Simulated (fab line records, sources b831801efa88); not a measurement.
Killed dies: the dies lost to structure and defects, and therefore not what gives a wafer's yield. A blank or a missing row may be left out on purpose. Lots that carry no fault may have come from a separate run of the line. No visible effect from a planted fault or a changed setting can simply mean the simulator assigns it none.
What tool caused it? :: flow gf180mcu :: 13 lots, 38 wafers sampled, at 5 steps of a route of 602

== WHAT THE GAUGES SHOWED, per wafer ==
GF_M1_OVL_MEAS_15. Usual: M1_OVL 1 nm, standard deviation 4.7.
lot: L854
measured: day 17 17:54
on: overlay-01
M1_OVL (nm): -1 -2 3
flag: 

lot: L852
measured: day 17 20:24
on: overlay-02
M1_OVL (nm): -6 -1 -1
flag: 

lot: L853
measured: day 17 21:01
on: overlay-01
M1_OVL (nm): 0 3 2
flag: 

lot: L861
measured: day 20 00:58
on: overlay-01
M1_OVL (nm): 0 -3
flag: 

lot: L865
measured: day 21 05:52
on: overlay-02
M1_OVL (nm): 7 1 12
flag: 

lot: L866
measured: day 22 01:49
on: overlay-02
M1_OVL (nm): 4 -1 2
flag: 

lot: L868
measured: day 22 11:37
on: overlay-02
M1_OVL (nm): 5 9 2
flag: 

lot: L869
measured: day 23 00:22
on: overlay-01
M1_OVL (nm): -4 -2 0
flag: 

lot: L870
measured: day 23 04:54
on: overlay-01
M1_OVL (nm): -4 -1 2
flag: 

lot: L871
measured: day 23 16:45
on: overlay-02
M1_OVL (nm): 1 0 5
flag: 

lot: L872
measured: day 23 23:25
on: overlay-02
M1_OVL (nm): 8 -1 3
flag: 

lot: L873
measured: day 24 09:31
on: overlay-01
M1_OVL (nm): -2 3 2
flag: 

lot: L874
measured: day 24 15:01
on: overlay-01
M1_OVL (nm): 1 -1 -3
flag: 

GF_V1_CD_MEAS_14 targets a cd of 260 nm. Usual: cd-nm at 259.7 nm, with a standard deviation of 1.1.
lot: L854
measured: day 18 20:26
on: cd-sem-01
cd-nm (nm): 259.3 260.1 260.0
flag: 

lot: L852
measured: day 18 23:14
on: cd-sem-01
cd-nm (nm): 258.1 258.8 259.0
flag: 

lot: L853
measured: day 18 23:57
on: cd-sem-01
cd-nm (nm): 258.7 258.8 259.3
flag: 

lot: L861
measured: day 21 01:00
on: cd-sem-01
cd-nm (nm): 265.5 266.1
flag: OFF

lot: L865
measured: day 22 05:55
on: cd-sem-01
cd-nm (nm): 259.6 258.4 259.4
flag: 

lot: L866
measured: day 23 01:22
on: cd-sem-01
cd-nm (nm): 261.4 262.4 262.0
flag: 

lot: L868
measured: day 23 11:23
on: cd-sem-02
cd-nm (nm): 260.5 260.8 260.9
flag: 

lot: L869
measured: day 23 23:59
on: cd-sem-01
cd-nm (nm): 257.5 260.0 259.2
flag: 

lot: L870
measured: day 24 04:59
on: cd-sem-02
cd-nm (nm): 261.2 261.3 261.4
flag: 

lot: L871
measured: day 24 16:35
on: cd-sem-02
cd-nm (nm): 258.1 259.3 257.6
flag: 

lot: L872
measured: day 24 22:07
on: cd-sem-01
cd-nm (nm): 261.1 259.9 260.6
flag: 

lot: L873
measured: day 25 08:28
on: cd-sem-02
cd-nm (nm): 258.2 259.5 259.1
flag: 

lot: L874
measured: day 25 13:13
on: cd-sem-01
cd-nm (nm): 260.5 260.1 260.7
flag: 

GF_V1_OVL_MEAS_15. Usual: V1_OVL -2 nm, standard deviation 5.6.
lot: L854
measured: day 18 20:33
on: overlay-01
V1_OVL (nm): -3 2 -13
flag: 

lot: L852
measured: day 18 23:21
on: overlay-02
V1_OVL (nm): -5 -3 -3
flag: 

lot: L853
measured: day 19 00:04
on: overlay-02
V1_OVL (nm): 3 -4 -1
flag: 

lot: L861
measured: day 21 01:07
on: overlay-02
V1_OVL (nm): -7 -7
flag: 

lot: L865
measured: day 22 06:01
on: overlay-02
V1_OVL (nm): -10 -13 -6
flag: 

lot: L866
measured: day 23 01:28
on: overlay-02
V1_OVL (nm): -4 0 -1
flag: 

lot: L868
measured: day 23 11:28
on: overlay-02
V1_OVL (nm): -5 3 -7
flag: 

lot: L869
measured: day 24 00:07
on: overlay-01
V1_OVL (nm): 2 -10 -4
flag: 

lot: L870
measured: day 24 05:06
on: overlay-02
V1_OVL (nm): 5 2 -1
flag: 

lot: L871
measured: day 24 16:42
on: overlay-02
V1_OVL (nm): 0 2 8
flag: 

lot: L872
measured: day 24 22:13
on: overlay-01
V1_OVL (nm): 0 -12 -3
flag: 

lot: L873
measured: day 25 08:34
on: overlay-01
V1_OVL (nm): -15 -9 -14
flag: 

lot: L874
measured: day 25 13:19
on: overlay-01
V1_OVL (nm): -8 -14 -7
flag: 

== WHICH TOOL RAN EACH LOT (tool, then ch and the chambers of the sampled wafers, then the start) ==
lot: L854
GF_M1_METAL_ETCH_16: rie-metal-03 ch 0,1, day 17 17:56
GF_V1_PEB_12: litho-track-02 ch 0, day 18 20:05

lot: L852
GF_M1_METAL_ETCH_16: rie-metal-01 ch 1, day 17 20:26
GF_V1_PEB_12: litho-track-01 ch 0, day 18 22:53

lot: L853
GF_M1_METAL_ETCH_16: rie-metal-04 ch 0, day 17 21:02
GF_V1_PEB_12: litho-track-01 ch 0, day 18 23:37

lot: L861
GF_M1_METAL_ETCH_16: rie-metal-01 ch 0, day 20 00:59
GF_V1_PEB_12: litho-track-01 ch 0, day 21 00:40

lot: L865
GF_M1_METAL_ETCH_16: rie-metal-01 ch 0,1, day 21 05:56
GF_V1_PEB_12: litho-track-02 ch 0, day 22 05:35

lot: L866
GF_M1_METAL_ETCH_16: rie-metal-01 ch 0,1, day 22 01:50
GF_V1_PEB_12: litho-track-04 ch 0, day 23 01:01

lot: L868
GF_M1_METAL_ETCH_16: rie-metal-03 ch 0, day 22 11:45
GF_V1_PEB_12: litho-track-04 ch 0, day 23 11:03

lot: L869
GF_M1_METAL_ETCH_16: rie-metal-03 ch 0,1, day 23 00:23
GF_V1_PEB_12: litho-track-04 ch 0, day 23 23:38

lot: L870
GF_M1_METAL_ETCH_16: rie-metal-03 ch 0,1, day 23 04:56
GF_V1_PEB_12: litho-track-01 ch 0, day 24 04:38

lot: L871
GF_M1_METAL_ETCH_16: rie-metal-01 ch 0, day 23 16:47
GF_V1_PEB_12: litho-track-01 ch 0, day 24 16:14

lot: L872
GF_M1_METAL_ETCH_16: rie-metal-03 ch 0,1, day 23 23:26
GF_V1_PEB_12: litho-track-04 ch 0, day 24 21:46

lot: L873
GF_M1_METAL_ETCH_16: rie-metal-04 ch 0,1, day 24 09:35
GF_V1_PEB_12: litho-track-01 ch 0, day 25 08:09

lot: L874
GF_M1_METAL_ETCH_16: rie-metal-03 ch 0,1, day 24 15:05
GF_V1_PEB_12: litho-track-01 ch 0, day 25 12:54
- GF_M1_METAL_ETCH_16: etches the open film in Cl2/BCl3, stops on SiO2, target depth 750.8 nm, time 125.1 s.
- GF_V1_PEB_12: peb time 90 s.

== AS READ BY THE TOOLS THEMSELVES (means over the sampled wafers that have a number; for cases with no such wafer, the mark the record gives instead) ==
GF_M1_METAL_ETCH_16. Usual: drypump-motor-current-A 6.35 A, standard deviation 0.23; he-backside-leak-sccm 3.3 sccm, standard deviation 0.31; oes-product-au 0.989 a.u., standard deviation 0.008; throttle-valve-pct 28.231 %, standard deviation 0.011.
lot: L854
tool: rie-metal-03
drypump-motor-current-A (A): 6.22
he-backside-leak-sccm (sccm): 3.1
oes-product-au (a.u.): 0.993
throttle-valve-pct (%): 28.224
flag: 

lot: L852
tool: rie-metal-01
drypump-motor-current-A (A): 6.60
he-backside-leak-sccm (sccm): 3.2
oes-product-au (a.u.): 0.988
throttle-valve-pct (%): 28.232
flag: 

lot: L853
tool: rie-metal-04
drypump-motor-current-A (A): 5.85
he-backside-leak-sccm (sccm): 3.1
oes-product-au (a.u.): 0.987
throttle-valve-pct (%): 28.231
flag: 

lot: L861
tool: rie-metal-01
drypump-motor-current-A (A): 6.36
he-backside-leak-sccm (sccm): 3.3
oes-product-au (a.u.): 0.973
throttle-valve-pct (%): 28.241
flag: 

lot: L865
tool: rie-metal-01
drypump-motor-current-A (A): 6.52
he-backside-leak-sccm (sccm): 3.3
oes-product-au (a.u.): 0.988
throttle-valve-pct (%): 28.233
flag: 

lot: L866
tool: rie-metal-01
drypump-motor-current-A (A): 6.44
he-backside-leak-sccm (sccm): 3.7
oes-product-au (a.u.): 0.992
throttle-valve-pct (%): 28.222
flag: 

lot: L868
tool: rie-metal-03
drypump-motor-current-A (A): 6.11
he-backside-leak-sccm (sccm): 3.0
oes-product-au (a.u.): 0.997
throttle-valve-pct (%): 28.226
flag: 

lot: L869
tool: rie-metal-03
drypump-motor-current-A (A): 6.24
he-backside-leak-sccm (sccm): 3.1
oes-product-au (a.u.): 0.988
throttle-valve-pct (%): 28.234
flag: 

lot: L870
tool: rie-metal-03
drypump-motor-current-A (A): 6.21
he-backside-leak-sccm (sccm): 3.1
oes-product-au (a.u.): 0.994
throttle-valve-pct (%): 28.231
flag: 

lot: L871
tool: rie-metal-01
drypump-motor-current-A (A): 6.36
he-backside-leak-sccm (sccm): 3.2
oes-product-au (a.u.): 0.990
throttle-valve-pct (%): 28.225
flag: 

lot: L872
tool: rie-metal-03
drypump-motor-current-A (A): 6.35
he-backside-leak-sccm (sccm): 3.1
oes-product-au (a.u.): 0.999
throttle-valve-pct (%): 28.217
flag: 

lot: L873
tool: rie-metal-04
drypump-motor-current-A (A): 6.32
he-backside-leak-sccm (sccm): 3.3
oes-product-au (a.u.): 0.978
throttle-valve-pct (%): 28.238
flag: 

lot: L874
tool: rie-metal-03
drypump-motor-current-A (A): 6.35
he-backside-leak-sccm (sccm): 3.2
oes-product-au (a.u.): 0.996
throttle-valve-pct (%): 28.227
flag: 

== THE ANSWER, worked out from the rows above alone ==
Rule: a lot is off if the mean of its wafers that have a number lies more than 3 standard deviations from the usual mean. Also off: a lot with no number at a reading for which 4 or more lots have one. All remaining lots with rows at the step are treated as sound. Order of review: gauges by route order, followed by the tools' own readings, for which a lot's mean as printed above is used. At the first step where some lot is off, the reading lying furthest off is the one used; lots without a number count as furthest.
Off, at GF_V1_CD_MEAS_14 on cd-nm: L861.
If a tool, at a process step before that reading, ran all the lots that are off and no sound lot after the first of them, it fits. Those tools and the gauges at GF_V1_CD_MEAS_14 are tried in the same way. None of those tried fits.

== WHAT THE SIMULATOR PUT IN ==
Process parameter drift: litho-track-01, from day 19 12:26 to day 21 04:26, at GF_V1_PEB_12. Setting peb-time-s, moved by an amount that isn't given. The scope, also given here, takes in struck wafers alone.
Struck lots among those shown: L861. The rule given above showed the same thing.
